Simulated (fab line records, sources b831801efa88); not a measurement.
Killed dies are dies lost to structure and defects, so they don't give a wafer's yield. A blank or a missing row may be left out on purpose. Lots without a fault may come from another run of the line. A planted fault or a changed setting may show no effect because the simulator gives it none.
fab line records | flow sky130
record lots=5 wafers=15 last_day=50
route steps=708 shown FIELD_ISO@10 NWELL@32 DNWELL@35 PWDE@45
lots that met no fault: from a run of the same line without faults
start_h: hours from the record's first day to the start of the lot's first wafer shown | wait_h: hours since the lot's step before | " the same as in the row above | L1.1+2: a row that stands for several wafers | - no value, or no start given | * or withheld: withheld | < > ~ a bound
route shown NAME@n: a module of which the file shows steps, and the number in the route of the first | usual: mean/standard deviation of fault-free wafers | same: alike in all rows | chamber/n: place in a boat | sites: the reading at each site | _std_site: their standard deviation | _edge_site: outer sites' mean less inner sites' | radius_mm: how far each site lies from the wafer's centre | mask NAME#n: copy n | behind: the tool/chamber that last shaped the wafer | hold: why the lot was held/for how many hours/how that ended | device: the transistor (n, p or np) that didn't switch | end of line: the same wafers' tests at the end of the route | a step without rows: its recipe alone | killed: dies lost to structure and defects at the first sort, not the wafer's yield | map: a wafer's dies, x killed, . not, _ none there
set.NAME: the setting as run; set.NAME@STEP: as run at that earlier step | model.NAME: the simulator's own value behind a step, which no gauge read
lots at some steps of the route; a table a step, a row a wafer
services: from which hour (start_h, from the record's first day; less than 0 if before it) a tool's chamber was out of use, for how many hours, and why
## steps
# step SKY_FIELD_ISO_SOFTBAKE_09
# recipe temp_c=100 time_s=90 resist=KrF-thick
# columns lot.wafer tool chamber start_h wait_h
L079.2+3+6 litho_track-04 0 - -
L080.4+5+6 litho_track-01 0 - -
L088.1+3+6 litho_track-04 0 - -
L095.2+4+6 litho_track-02 0 - -
L096.1+4+6 litho_track-01 0 - -
# step SKY_FIELD_ISO_EXPOSE_10
# recipe mask_id=FOM na=0.68 source_shape=annular sigma_inner=0.4 sigma_outer=0.8 target_cd_nm=150 dose_mj=28
# usual exposure_dose_mJ_cm2=28.40/0.085
# columns lot.wafer tool chamber start_h wait_h mask exposure_dose_mJ_cm2
L079.2 krf_scanner-02 0 - - FOM#0 28.45
L079.3 " 0 " " FOM#0 28.47
L079.6 " 0 " " FOM#0 28.48
L080.4 krf_scanner-02 0 - - FOM#0 28.47
L080.5 " 0 " " FOM#0 28.45
L080.6 " 0 " " FOM#0 28.45
L088.1 krf_scanner-01 0 - - FOM#0 28.30
L088.3 " 0 " " FOM#0 28.31
L088.6 " 0 " " FOM#0 28.27
L095.2 krf_scanner-01 0 - - FOM#0 28.30
L095.4 " 0 " " FOM#0 28.31
L095.6 " 0 " " FOM#0 28.32
L096.1 krf_scanner-02 0 - - FOM#0 28.44
L096.4 " 0 " " FOM#0 28.43
L096.6 " 0 " " FOM#0 28.42
# step SKY_FIELD_ISO_PEB_11
# recipe peb_temp_c=withheld peb_time_s=withheld resist=KrF-thick
# columns lot.wafer tool chamber start_h wait_h
L079.2+3+6 litho_track-02 0 - -
L080.4+5+6 litho_track-02 0 - -
L088.1+3+6 litho_track-04 0 - -
L095.2+4+6 litho_track-02 0 - -
L096.1+4+6 litho_track-01 0 - -
# step SKY_FIELD_ISO_DEVELOP_12
# recipe develop_time_s=60 resist=KrF-thick dev_temp_c=21
# columns lot.wafer tool chamber start_h wait_h
L079.2+3+6 litho_track-02 0 - -
L080.4+5+6 litho_track-02 0 - -
L088.1+3+6 litho_track-04 0 - -
L095.2+4+6 litho_track-02 0 - -
L096.1+4+6 litho_track-01 0 - -
# step SKY_FIELD_ISO_CD_MEAS_13
# recipe target_cd_nm=150
# usual cd_nm=149.9/1.8
# columns lot.wafer tool chamber start_h wait_h cd_nm
L079.2 cd_sem-01 - 55.47 - 147.1
L079.3 " - " " 147.3
L079.6 " - " " 147.7
L080.4 cd_sem-01 - 59.61 - 150.3
L080.5 " - " " 150.7
L080.6 " - " " 150.8
L088.1 cd_sem-02 - 102.51 - 149.7
L088.3 " - " " 149.5
L088.6 " - " " 150.8
L095.2 cd_sem-02 - 138.32 - 152.5
L095.4 " - " " 149.4
L095.6 " - " " 150.9
L096.1 cd_sem-02 - 144.16 - 146.8
L096.4 " - " " 149.4
L096.6 " - " " 147.0
# step SKY_FIELD_ISO_ETCH_14
# recipe chemistry=N2/H2 target=BARC ion_energy_ev=200 source_w=500 bias_w=100 pressure_mtorr=30 n2_flow_sccm=100 h2_flow_sccm=200 stop_on=SiO2 time_s=45.9 target_depth_a=600
# usual drypump_motor_current_A=5.7/0.43 oes_product_au=0.855/0.0048 throttle_valve_pct=13.225/0.0096
# columns lot.wafer tool chamber start_h wait_h drypump_motor_current_A oes_product_au rf_hours_counter_h throttle_valve_pct
L079.2 rie_diel-02 2 55.57 0.1 6.1 0.859 3 13.225
L079.3 " 0 " " 6.2 0.854 83 13.229
L079.6 " 2 " " 6.1 0.848 - 13.224
L080.4 rie_diel-02 1 59.67 0.0 5.4 0.862 7 13.233
L080.5 " 2 " " 6.1 0.851 - 13.231
L080.6 " 1 " " 5.4 0.847 - 13.230
L088.1 rie_diel-02 2 102.63 0.1 6.1 0.859 4 13.228
L088.3 " 0 " " 6.2 0.859 84 13.210
L088.6 " 0 " " 6.2 0.858 - 13.216
L095.2 rie_diel-04 2 138.42 0.1 5.7 0.865 1 13.228
L095.4 " 0 " " 5.0 0.856 24 13.224
L095.6 " 2 " " 5.7 0.854 - 13.238
L096.1 rie_diel-04 1 144.28 0.1 6.0 0.857 90 13.214
L096.4 " 1 " " 6.0 0.853 - 13.221
L096.6 " 2 " " 5.8 0.850 - 13.231
# step SKY_FIELD_ISO_ETCH_15
# recipe chemistry=CHF3/O2 target_depth_nm=180 stop_on=Si source_w=600 bias_w=200 pressure_mtorr=40 chf3_flow_sccm=50 O2_flow_sccm=5 time_s=72
# usual drypump_motor_current_A=5.6/0.42 oes_product_au=0.949/0.0067 throttle_valve_pct=8.846/0.01
# columns lot.wafer tool chamber start_h wait_h drypump_motor_current_A oes_product_au rf_hours_counter_h throttle_valve_pct
L079.2 rie_diel-02 2 55.62 0.0 6.1 0.942 3 8.826
L079.3 " 0 " " 6.2 0.937 83 8.855
L079.6 " 2 " " 6.1 0.951 - 8.842
L080.4 rie_diel-02 1 59.72 0.0 5.4 0.948 7 8.854
L080.5 " 2 " " 6.1 0.946 - 8.868
L080.6 " 1 " " 5.4 0.954 - 8.852
L088.1 rie_diel-02 2 102.67 0.0 6.1 0.943 4 8.853
L088.3 " 0 " " 6.2 0.944 84 8.850
L088.6 " 0 " " 6.2 0.942 - 8.821
L095.2 rie_diel-04 2 138.47 0.0 5.7 0.952 1 8.856
L095.4 " 0 " " 5.0 0.947 24 8.847
L095.6 " 2 " " 5.7 0.953 - 8.868
L096.1 rie_diel-04 1 144.32 0.0 6.0 0.950 90 8.846
L096.4 " 1 " " 5.9 0.954 - 8.845
L096.6 " 2 " " 5.7 0.953 - 8.850
# step SKY_FIELD_ISO_STRIP_16
# recipe chemistry=O2/N2 power_w=1400 pressure_mtorr=1500 platen_temp_c=withheld o2_flow_sccm=3000 n2_flow_sccm=300 overash_fraction=0.5
# usual drypump_motor_current_A=6.1/0.36 oes_product_au=0.378/0.0051 strip_time_to_endpoint_s=3.56/0.035
# same overash_fraction=0.5
# columns lot.wafer tool chamber start_h wait_h drypump_motor_current_A oes_product_au rf_hours_counter_h strip_time_to_endpoint_s
L079.2 plasma_asher-02 0 55.67 0.0 5.8 0.372 36 3.63
L079.3 " 0 " " 5.8 0.385 - 3.55
L079.6 " 1 " " 6.1 0.383 - 3.62
L080.4 plasma_asher-01 0 59.81 0.1 6.2 0.379 - 3.60
L080.5 " 1 " " 6.7 0.380 - 3.62
L080.6 " 0 " " 6.1 0.382 - 3.60
L088.1 plasma_asher-01 1 102.73 0.0 6.7 0.376 44 3.58
L088.3 " 0 " " 6.1 0.370 - 3.53
L088.6 " 0 " " 6.1 0.387 - 3.54
L095.2 plasma_asher-04 0 138.52 0.0 6.0 0.378 32 3.57
L095.4 " 0 " " 6.0 0.373 - 3.56
L095.6 " 1 " " 5.3 0.387 - 3.55
L096.1 plasma_asher-02 1 144.37 0.0 6.1 0.371 45 3.50
L096.4 " 0 " " 5.8 0.378 - 3.52
L096.6 " 0 " " 5.8 0.372 - 3.57
# step SKY_FIELD_ISO_ETCH_17
# recipe target_depth_a=3420 mask_material=Si3N4 chemistry=HBr/Cl2/O2 target=Si taper_deg=5 icp_w=600 bias_w=150 pressure_mtorr=15 HBr_flow_sccm=150 Cl2_flow_sccm=40 O2_flow_sccm=6 time_s=97.7
# usual HBr_flow_sccm=150.0/0.47 drypump_motor_current_A=5.6/0.44 he_backside_leak_sccm=2.75/0.3 mfc_cl2_sccm=39.97/0.12 oes_product_au=0.997/0.0088 throttle_valve_pct=25.657/0.0094
# columns lot.wafer tool chamber start_h wait_h HBr_flow_sccm drypump_motor_current_A he_backside_leak_sccm mfc_cl2_sccm oes_product_au rf_hours_counter_h throttle_valve_pct
L079.2 rie_si-02 3 55.77 0.1 150.3 6.2 4.43 39.87 0.994 2 25.652
L079.3 " 0 " " 150.1 5.7 2.51 39.92 1.011 3 25.648
L079.6 " 1 " " 150.3 6.2 2.55 39.88 1.007 - 25.650
L080.4 rie_si-01 3 59.87 0.0 150.0 4.9 2.80 40.21 0.989 102 25.666
L080.5 " 0 " " 150.3 5.0 2.83 40.08 0.998 - 25.661
L080.6 " 3 " " 150.0 4.9 3.06 39.93 1.003 - 25.647
L088.1 rie_si-02 2 102.83 0.1 150.2 5.4 2.40 40.00 0.980 3 25.665
L088.3 " 3 " " 149.9 6.1 2.85 39.99 0.987 3 25.652
L088.6 " 1 " " 149.9 6.2 2.49 39.93 0.987 - 25.655
L095.2 rie_si-02 3 138.62 0.1 150.5 6.1 3.04 39.91 0.998 3 25.649
L095.4 " 0 " " 150.1 5.7 2.27 39.90 1.006 3 25.650
L095.6 " 0 " " 150.0 5.7 2.38 39.87 1.010 - 25.641
L096.1 rie_si-02 2 144.47 0.1 149.6 5.4 2.32 40.14 0.995 3 25.657
L096.4 " 3 " " 149.6 6.1 3.09 39.89 1.013 3 25.655
L096.6 " 0 " " 150.5 5.6 2.51 39.84 1.005 - 25.650
# step SKY_FIELD_ISO_WET_ETCH_18
# recipe chemistry=H3PO4 target_depth_nm=25 temp_c=160 target=Si3N4 time_s=286
# columns lot.wafer tool chamber start_h wait_h
L079.2+3+6 wet_bench-02 1 55.84 0.0
L080.4+5+6 wet_bench-04 0 59.94 0.0
L088.1+3+6 wet_bench-03 2 102.90 0.0
L095.2+4+6 wet_bench-02 1 138.69 0.0
L096.1+4+6 wet_bench-04 0 144.55 0.0
# step SKY_FIELD_ISO_CLEAN_19
# recipe chemistry=SC1/SC2 mix=1:4:20 temp_c=70 time_s=150
# columns lot.wafer tool chamber start_h wait_h
L079.2+3+6 wet_bench-04 0 55.93 0.0
L080.4+5+6 wet_bench-02 1 60.03 0.0
L088.1+3+6 wet_bench-04 3 103.00 0.0
L095.2+4+6 wet_bench-03 2 138.79 0.0
L096.1+4+6 wet_bench-02 3 144.64 0.0
# step SKY_FIELD_ISO_CLEAN_20
# recipe chemistry=dHF time_s=20 dilution=100:1
# columns lot.wafer tool chamber start_h wait_h
L079.2+3+6 wet_bench-03 2 55.98 0.0
L080.4+5+6 wet_bench-04 3 60.08 0.0
L088.1+3+6 wet_bench-03 2 103.06 0.0
L095.2+4+6 wet_bench-02 2 138.84 0.0
L096.1+4+6 wet_bench-03 2 144.69 0.0
# step SKY_FIELD_ISO_WET_ETCH_21
# recipe chemistry=dHF dilution=100:1 target_depth_nm=20 dry=ipa_marangoni target=SiO2 temp_c=25 time_s=400
# columns lot.wafer tool chamber start_h wait_h
L079.2+3+6 wet_bench-02 3 55.99 0.0
L080.4+5+6 wet_bench-03 3 60.09 0.0
L088.1+3+6 wet_bench-04 2 103.07 0.0
L095.2+4+6 wet_bench-03 1 138.86 0.0
L096.1+4+6 wet_bench-04 2 144.71 0.0
# step SKY_FIELD_ISO_OXIDATION_22
# recipe temp_c=950 ambient=O2 stabilise_s=600 purge_s=300 target_thk_a=100 ox_time_s=623
# usual zone_power_bottom_pct=32.9/2.7
# columns lot.wafer tool chamber start_h wait_h zone_power_bottom_pct
L079.2 furnace-01 0 58.16 2.0 35.2
L079.3 " 0 " " 35.8
L079.6 " 0 " " 34.9
L080.4 furnace-01 0 61.03 0.8 36.0
L080.5 " 0 " " 36.2
L080.6 " 0 " " 35.5
L088.1 furnace-02 0 104.29 1.1 30.2
L088.3 " 0 " " 30.3
L088.6 " 0 " " 30.1
L095.2 furnace-01 0 139.01 0.0 36.2
L095.4 " 0 " " 35.8
L095.6 " 0 " " 35.8
L096.1 furnace-01 0 144.84 0.0 35.8
L096.4 " 0 " " 35.5
L096.6 " 0 " " 35.9
# step SKY_FIELD_ISO_THK_MEAS_23
# recipe reads=SiO2_of_FIELD_ISO_OXIDATION_22
# usual FIELD_ISO_OXIDATION_01_THK=9.99/0.15
# columns lot.wafer tool chamber start_h wait_h FIELD_ISO_OXIDATION_01_THK[nm]
L079.2 film_metro-04 - 59.35 0.0 10.01
L079.3 " - " " 10.35
L079.6 " - " " 10.19
L080.4 film_metro-03 - 62.23 0.0 10.01
L080.5 " - " " 10.21
L080.6 " - " " 10.24
L088.1 film_metro-02 - 105.46 0.0 9.92
L088.3 " - " " 9.85
L088.6 " - " " 9.79
L095.2 film_metro-04 - 140.19 0.0 9.58
L095.4 " - " " 9.70
L095.6 " - " " 9.78
L096.1 film_metro-02 - 146.01 0.0 9.96
L096.4 " - " " 10.07
L096.6 " - " " 10.03
# step SKY_FIELD_ISO_CVD_24
# recipe material=SiO2 target_thk_nm=595 temp_c=650 sigma_open_frac=0.3 time_s=99.2 sih4_flow_sccm=60 pressure_mtorr=6
# columns lot.wafer tool chamber start_h wait_h
L079.2+3+6 hdpcvd-02 1,2,2 59.40 0.0
L080.4+5+6 hdpcvd-02 1,0,2 62.30 0.1
L088.1+3+6 hdpcvd-01 0,1,2 105.52 0.1
L095.2+4+6 hdpcvd-02 1,0,2 140.24 0.0
L096.1+4+6 hdpcvd-01 1,2,0 146.07 0.1
# step SKY_FIELD_ISO_THK_MEAS_25
# recipe reads=SiO2_of_FIELD_ISO_CVD_24
# usual FIELD_ISO_CVD_24_THK=597/6.4
# columns lot.wafer tool chamber start_h wait_h FIELD_ISO_CVD_24_THK[nm]
L079.2 film_metro-04 - 59.48 0.0 604
L079.3 " - " " 600
L079.6 " - " " 597
L080.4 film_metro-03 - 62.36 0.0 595
L080.5 " - " " 588
L080.6 " - " " 594
L088.1 film_metro-03 - 105.60 0.0 592
L088.3 " - " " 598
L088.6 " - " " 589
L095.2 film_metro-02 - 140.32 0.0 594
L095.4 " - " " 603
L095.6 " - " " 598
L096.1 film_metro-03 - 146.14 0.0 600
L096.4 " - " " 601
L096.6 " - " " 600
# step SKY_FIELD_ISO_ANNEAL_26
# recipe temp_c=1000 time_s=1800 ambient=N2
# usual zone_power_bottom_pct=37.2/3
# columns lot.wafer tool chamber start_h wait_h zone_power_bottom_pct
L079.2 furnace-01 0 59.53 0.0 39.7
L079.3 " 0 " " 39.4
L079.6 " 0 " " 39.9
L080.4 furnace-01 0 62.39 0.0 39.9
L080.5 " 0 " " 39.8
L080.6 " 0 " " 39.5
L088.1 furnace-02 0 105.66 0.1 33.6
L088.3 " 0 " " 33.3
L088.6 " 0 " " 33.9
L095.2 furnace-01 0 140.37 0.0 39.8
L095.4 " 0 " " 39.5
L095.6 " 0 " " 40.1
L096.1 furnace-01 0 146.20 0.1 39.6
L096.4 " 0 " " 39.7
L096.6 " 0 " " 40.3
# step SKY_FIELD_ISO_CMP_27
# recipe stop_on=Si3N4 t_overpolish_s=16 down_force_psi=4 platen_rpm=60 target_thk_nm=457.8 pad_velocity_m_s=0.94248
# usual motor_current_A=12.0/1.4 overpolish_run_s=16.000/0.0094 time_to_endpoint_s=114/4.7
# columns lot.wafer tool chamber start_h wait_h motor_current_A overpolish_run_s time_to_endpoint_s
L079.2 cmp-02 1 61.03 0.0 11.3 15.990 118
L079.3 " 2 " " 12.8 16.002 119
L079.6 " 2 " " 13.0 16.001 116
L080.4 cmp-01 3 63.99 0.1 11.3 15.990 111
L080.5 " 1 " " 10.9 15.997 110
L080.6 " 2 " " 11.7 16.008 114
L088.1 cmp-02 2 107.21 0.1 12.9 15.990 107
L088.3 " 3 " " 10.4 15.988 106
L088.6 " 2 " " 12.9 16.007 105
L095.2 cmp-01 2 141.97 0.1 11.2 15.999 113
L095.4 " 3 " " 12.2 16.012 119
L095.6 " 1 " " 10.8 15.982 115
L096.1 cmp-02 1 147.75 0.1 11.1 16.006 114
L096.4 " 2 " " 12.9 15.993 113
L096.6 " 0 " " 14.6 16.000 118
# step SKY_FIELD_ISO_WET_ETCH_28
# recipe chemistry=dHF target_depth_nm=23.7 target=SiO2 dilution=10:1 temp_c=25 time_s=47
# columns lot.wafer tool chamber start_h wait_h
L079.2+3+6 wet_bench-03 1 61.33 0.2
L080.4+5+6 wet_bench-02 2 64.19 0.1
L088.1+3+6 wet_bench-02 1 107.46 0.2
L095.2+4+6 wet_bench-04 3 142.17 0.1
L096.1+4+6 wet_bench-03 2 148.00 0.2
# step SKY_FIELD_ISO_WET_ETCH_29
# recipe chemistry=H3PO4 target_depth_nm=160 target=Si3N4 temp_c=160 time_s=1825
# columns lot.wafer tool chamber start_h wait_h
L079.2+3+6 wet_bench-02 3 61.35 0.0
L080.4+5+6 wet_bench-03 1 64.21 0.0
L088.1+3+6 wet_bench-03 1 107.48 0.0
L095.2+4+6 wet_bench-04 2 142.22 0.0
L096.1+4+6 wet_bench-04 0 148.02 0.0
# step SKY_FIELD_ISO_WET_ETCH_30
# recipe chemistry=dHF target_depth_nm=25 target=SiO2 dilution=10:1 temp_c=25 time_s=50
# columns lot.wafer tool chamber start_h wait_h
L079.2+3+6 wet_bench-04 2 61.87 0.0
L080.4+5+6 wet_bench-02 0 64.73 0.0
L088.1+3+6 wet_bench-02 2 107.99 0.0
L095.2+4+6 wet_bench-02 3 143.34 0.0
L096.1+4+6 wet_bench-02 0 148.59 0.0
# step SKY_NWELL_CLEAN_00
# recipe chemistry=SC1/SC2 mix=1:4:20 temp_c=70 time_s=150 dry=n2_spin
# columns lot.wafer tool chamber start_h wait_h
L079.2+3+6 wet_bench-02 0 61.89 0.0
L080.4+5+6 wet_bench-04 0 64.75 0.0
L088.1+3+6 wet_bench-03 3 108.02 0.0
L095.2+4+6 wet_bench-03 3 143.37 0.0
L096.1+4+6 wet_bench-03 1 148.61 0.0
# step SKY_NWELL_OXIDATION_01
# recipe temp_c=900 ambient=O2 stabilise_s=600 purge_s=300 target_thk_a=100 ox_time_s=1418
# usual zone_power_bottom_pct=27.9/2.1
# columns lot.wafer tool chamber start_h wait_h zone_power_bottom_pct
L079.2 furnace-02 0 61.94 0.0 27.1
L079.3 " 0 " " 26.5
L079.6 " 0 " " 26.8
L080.4 furnace-02 0 65.38 0.6 26.6
L080.5 " 0 " " 27.0
L080.6 " 0 " " 26.6
L088.1 furnace-02 0 108.07 0.0 26.5
L088.3 " 0 " " 26.7
L088.6 " 0 " " 27.1
L095.2 furnace-02 0 143.42 0.0 26.6
L095.4 " 0 " " 26.5
L095.6 " 0 " " 26.9
L096.1 furnace-02 0 148.66 0.0 26.8
L096.4 " 0 " " 27.0
L096.6 " 0 " " 26.1
# step SKY_NWELL_THK_MEAS_02
# recipe reads=SiO2_of_NWELL_OXIDATION_01
# usual NWELL_OXIDATION_THK=10.00/0.16
# columns lot.wafer tool chamber start_h wait_h NWELL_OXIDATION_THK[nm]
L079.2 film_metro-02 - 63.34 0.0 10.05
L079.3 " - " " 9.93
L079.6 " - " " 10.09
L080.4 film_metro-01 - 66.80 0.0 10.03
L080.5 " - " " 10.12
L080.6 " - " " 10.04
L088.1 film_metro-01 - 109.46 0.0 9.75
L088.3 " - " " 9.92
L088.6 " - " " 10.12
L095.2 film_metro-01 - 144.82 0.0 10.25
L095.4 " - " " 10.13
L095.6 " - " " 10.11
L096.1 film_metro-01 - 150.06 0.0 9.93
L096.4 " - " " 10.03
L096.6 " - " " 10.00
# step SKY_DNWELL_DEHYDRATE_00
# recipe temp_c=200 time_s=60
# columns lot.wafer tool chamber start_h wait_h
L079.2+3+6 litho_track-03 0 71.42 8.1
L080.4+5+6 litho_track-03 0 75.12 8.3
L088.1+3+6 litho_track-04 0 117.91 8.4
L095.2+4+6 litho_track-03 0 155.12 10.3
L096.1+4+6 litho_track-03 0 159.35 9.3
# step SKY_DNWELL_HMDS_01
# recipe prime_time_s=60 prime_temp_c=120
# columns lot.wafer tool chamber start_h wait_h
L079.2+3+6 litho_track-03 0 71.57 0.1
L080.4+5+6 litho_track-03 0 75.27 0.1
L088.1+3+6 litho_track-04 0 118.06 0.1
L095.2+4+6 litho_track-03 0 155.27 0.1
L096.1+4+6 litho_track-03 0 159.50 0.1
# step SKY_DNWELL_COAT_02
# recipe spin_rpm=2000 resist_thk_nm=3000
# usual spin_speed_rpm=2000.1/1.3
# columns lot.wafer tool chamber start_h wait_h spin_speed_rpm
L079.2 litho_track-03 0 71.72 0.1 1998.9
L079.3 " 0 " " 1999.8
L079.6 " 0 " " 1999.9
L080.4 litho_track-03 0 75.42 0.1 2001.0
L080.5 " 0 " " 2002.1
L080.6 " 0 " " 2000.4
L088.1 litho_track-04 0 118.21 0.1 1999.1
L088.3 " 0 " " 1998.7
L088.6 " 0 " " 2000.5
L095.2 litho_track-03 0 155.42 0.1 1999.9
L095.4 " 0 " " 2000.2
L095.6 " 0 " " 1999.8
L096.1 litho_track-03 0 159.65 0.1 1999.7
L096.4 " 0 " " 1998.7
L096.6 " 0 " " 2000.2
# step SKY_DNWELL_SOFTBAKE_03
# recipe temp_c=110 time_s=withheld
# columns lot.wafer tool chamber start_h wait_h
L079.2+3+6 litho_track-03 0 71.88 0.1
L080.4+5+6 litho_track-03 0 75.60 0.1
L088.1+3+6 litho_track-04 0 118.36 0.1
L095.2+4+6 litho_track-03 0 155.58 0.1
L096.1+4+6 litho_track-03 0 159.80 0.1
# step SKY_DNWELL_EXPOSE_04
# recipe mask_id=DNM na=0.57 target_cd_nm=3000 dose_mj=222
# usual exposure_dose_mJ_cm2=222.01/0.22
# columns lot.wafer tool chamber start_h wait_h mask exposure_dose_mJ_cm2
L079.2 iline_stepper-01 0 - - DNM#0 221.63
L079.3 " 0 " " DNM#0 221.60
L079.6 " 0 " " DNM#0 221.88
L080.4 iline_stepper-01 0 - - DNM#0 222.24
L080.5 " 0 " " DNM#0 221.88
L080.6 " 0 " " DNM#0 222.06
L088.1 iline_stepper-02 0 - - DNM#0 221.90
L088.3 " 0 " " DNM#0 221.92
L088.6 " 0 " " DNM#0 222.20
L095.2 iline_stepper-02 0 - - DNM#0 222.27
L095.4 " 0 " " DNM#0 222.08
L095.6 " 0 " " DNM#0 222.11
L096.1 iline_stepper-02 0 - - DNM#0 221.66
L096.4 " 0 " " DNM#0 221.62
L096.6 " 0 " " DNM#0 221.70
# step SKY_DNWELL_PEB_05
# recipe temp_c=115 time_s=withheld
# columns lot.wafer tool chamber start_h wait_h
L079.2+3+6 litho_track-02 0 - -
L080.4+5+6 litho_track-02 0 - -
L088.1+3+6 litho_track-02 0 - -
L095.2+4+6 litho_track-03 0 - -
L096.1+4+6 litho_track-03 0 - -
# step SKY_DNWELL_DEVELOP_06
# recipe wall_angle_deg=90 developer=TMAH develop_time_s=60 dev_temp_c=23
# columns lot.wafer tool chamber start_h wait_h
L079.2+3+6 litho_track-02 0 - -
L080.4+5+6 litho_track-02 0 - -
L088.1+3+6 litho_track-02 0 - -
L095.2+4+6 litho_track-03 0 - -
L096.1+4+6 litho_track-03 0 - -
# step SKY_DNWELL_IMPLANT_07
# recipe species=P energy_kev=withheld dose_cm2=withheld tilt_deg=withheld
# columns lot.wafer tool chamber start_h wait_h
L079.2+3+6 implanter-02 0 80.48 -
L080.4+5+6 implanter-02 0 83.93 -
L088.1+3+6 implanter-03 0 127.80 -
L095.2+4+6 implanter-02 0 164.97 -
L096.1+4+6 implanter-04 0 169.55 -
# step SKY_DNWELL_STRIP_08
# recipe chemistry=O2/N2 power_w=1400 pressure_mtorr=1500 platen_temp_c=withheld o2_flow_sccm=3000 n2_flow_sccm=300 overash_fraction=0.5
# usual drypump_motor_current_A=6.1/0.34 oes_product_au=0.723/0.005 strip_time_to_endpoint_s=36.94/0.095
# same overash_fraction=0.5
# columns lot.wafer tool chamber start_h wait_h drypump_motor_current_A oes_product_au rf_hours_counter_h strip_time_to_endpoint_s
L079.2 plasma_asher-02 1 80.60 0.1 6.1 0.723 38 36.99
L079.3 " 1 " " 6.1 0.728 - 36.87
L079.6 " 1 " " 6.1 0.716 - 37.01
L080.4 plasma_asher-03 1 84.04 0.1 5.7 0.731 - 37.00
L080.5 " 1 " " 5.7 0.723 - 36.96
L080.6 " 0 " " 5.8 0.722 - 36.87
L088.1 plasma_asher-03 0 127.95 0.1 5.8 0.728 1 36.96
L088.3 " 1 " " 5.7 0.719 - 37.05
L088.6 " 0 " " 5.8 0.724 - 37.00
L095.2 plasma_asher-01 1 165.10 0.1 6.6 0.718 50 37.06
L095.4 " 1 " " 6.6 0.711 - 37.06
L095.6 " 1 " " 6.6 0.723 - 37.01
L096.1 plasma_asher-01 0 169.70 0.1 6.1 0.725 50 37.07
L096.4 " 0 " " 6.1 0.723 - 37.14
L096.6 " 1 " " 6.7 0.722 - 37.06
# step SKY_DNWELL_TW_MEAS_09
# usual DNWELL_TW=1107/9.4
# columns lot.wafer tool chamber start_h wait_h DNWELL_TW
L079.2 film_metro-04 - 80.71 0.1 1115
L079.3 " - " " 1117
L079.6 " - " " 1117
L080.4 film_metro-04 - 84.13 0.1 1120
L080.5 " - " " 1118
L080.6 " - " " 1117
L088.1 film_metro-02 - 128.05 0.1 1103
L088.3 " - " " 1103
L088.6 " - " " 1106
L095.2 film_metro-02 - 165.21 0.1 1108
L095.4 " - " " 1109
L095.6 " - " " 1115
L096.1 film_metro-04 - 169.80 0.1 1126
L096.4 " - " " 1125
L096.6 " - " " 1123
# step SKY_PWDE_DEHYDRATE_00
# recipe temp_c=200 time_s=60
# columns lot.wafer tool chamber start_h wait_h
L079.2+3+6 litho_track-01 0 88.58 7.9
L080.4+5+6 litho_track-03 0 92.37 8.2
L088.1+3+6 litho_track-03 0 137.40 9.3
L095.2+4+6 litho_track-04 0 175.49 10.3
L096.1+4+6 litho_track-01 0 180.01 10.2
# step SKY_PWDE_HMDS_01
# recipe prime_time_s=60 prime_temp_c=120
# columns lot.wafer tool chamber start_h wait_h
L079.2+3+6 litho_track-01 0 88.73 0.1
L080.4+5+6 litho_track-03 0 92.52 0.1
L088.1+3+6 litho_track-03 0 137.55 0.1
L095.2+4+6 litho_track-04 0 175.64 0.1
L096.1+4+6 litho_track-01 0 180.16 0.1
# step SKY_PWDE_COAT_02
# recipe spin_rpm=2000 resist_thk_nm=3000
# usual spin_speed_rpm=2000.0/1.2
# columns lot.wafer tool chamber start_h wait_h spin_speed_rpm
L079.2 litho_track-01 0 88.88 0.1 2000.9
L079.3 " 0 " " 2001.1
L079.6 " 0 " " 2001.3
L080.4 litho_track-03 0 92.67 0.1 2001.6
L080.5 " 0 " " 1999.1
L080.6 " 0 " " 2000.0
L088.1 litho_track-03 0 137.70 0.1 1999.4
L088.3 " 0 " " 2000.5
L088.6 " 0 " " 2000.9
L095.2 litho_track-04 0 175.79 0.1 2000.4
L095.4 " 0 " " 2000.3
L095.6 " 0 " " 1999.5
L096.1 litho_track-01 0 180.31 0.1 1996.2
L096.4 " 0 " " 1999.4
L096.6 " 0 " " 1999.1
# step SKY_PWDE_SOFTBAKE_03
# recipe temp_c=110 time_s=withheld
# columns lot.wafer tool chamber start_h wait_h
L079.2+3+6 litho_track-01 0 89.04 0.1
L080.4+5+6 litho_track-03 0 92.85 0.1
L088.1+3+6 litho_track-03 0 137.85 0.1
L095.2+4+6 litho_track-04 0 175.94 0.1
L096.1+4+6 litho_track-01 0 180.46 0.1
# step SKY_PWDE_EXPOSE_04
# recipe mask_id=PWDEM na=0.6 source_shape=conventional sigma_outer=0.6 polarization=unpolarized target_cd_nm=840 dose_mj=214
# usual exposure_dose_mJ_cm2=213.98/0.2
# columns lot.wafer tool chamber start_h wait_h mask exposure_dose_mJ_cm2
L079.2 iline_stepper-02 0 - - PWDEM#0 213.72
L079.3 " 0 " " PWDEM#0 213.67
L079.6 " 0 " " PWDEM#0 213.94
L080.4 iline_stepper-01 0 - - PWDEM#0 214.12
L080.5 " 0 " " PWDEM#0 214.38
L080.6 " 0 " " PWDEM#0 214.09
L088.1 iline_stepper-01 0 - - PWDEM#0 214.06
L088.3 " 0 " " PWDEM#0 213.68
L088.6 " 0 " " PWDEM#0 214.07
L095.2 iline_stepper-01 0 - - PWDEM#0 214.04
L095.4 " 0 " " PWDEM#0 213.80
L095.6 " 0 " " PWDEM#0 213.95
L096.1 iline_stepper-02 0 - - PWDEM#0 213.92
L096.4 " 0 " " PWDEM#0 213.95
L096.6 " 0 " " PWDEM#0 213.85
## services
# columns tool chamber start_h hours kind
hdpcvd-02 - 26.53 2.4 repair
cmp-02 - 35.95 0.2 repair
iline_stepper-02 - 36.87 3.1 repair
iline_stepper-01 - 39.97 4.4 pm
krf_scanner-02 - 46.23 0.9 repair
iline_stepper-01 - 60.53 7.2 repair
iline_stepper-02 - 67.73 2.1 pm
furnace-02 - 85.43 2.6 pm
rie_diel-04 - 93.63 1.1 repair
rie_diel-04 0 95.56 4.0 repair
wet_bench-02 - 100.88 4.5 repair
rie_diel-02 2 104.59 9.1 repair
iline_stepper-01 - 113.86 1.7 pm
iline_stepper-01 - 115.95 4.7 repair
rie_si-02 3 124.74 1.9 repair
rie_diel-02 0 127.64 15.2 repair
rie_diel-02 3 134.27 4.8 repair
rie_diel-04 0 139.80 8.2 repair
wet_bench-03 - 140.96 1.9 pm
iline_stepper-02 - 145.18 1.7 pm
rie_diel-04 3 146.71 10.1 repair
rie_diel-02 - 154.69 4.0 pm
furnace-02 - 160.30 3.6 pm
rie_diel-04 3 179.52 7.0 repair
## key
fault none
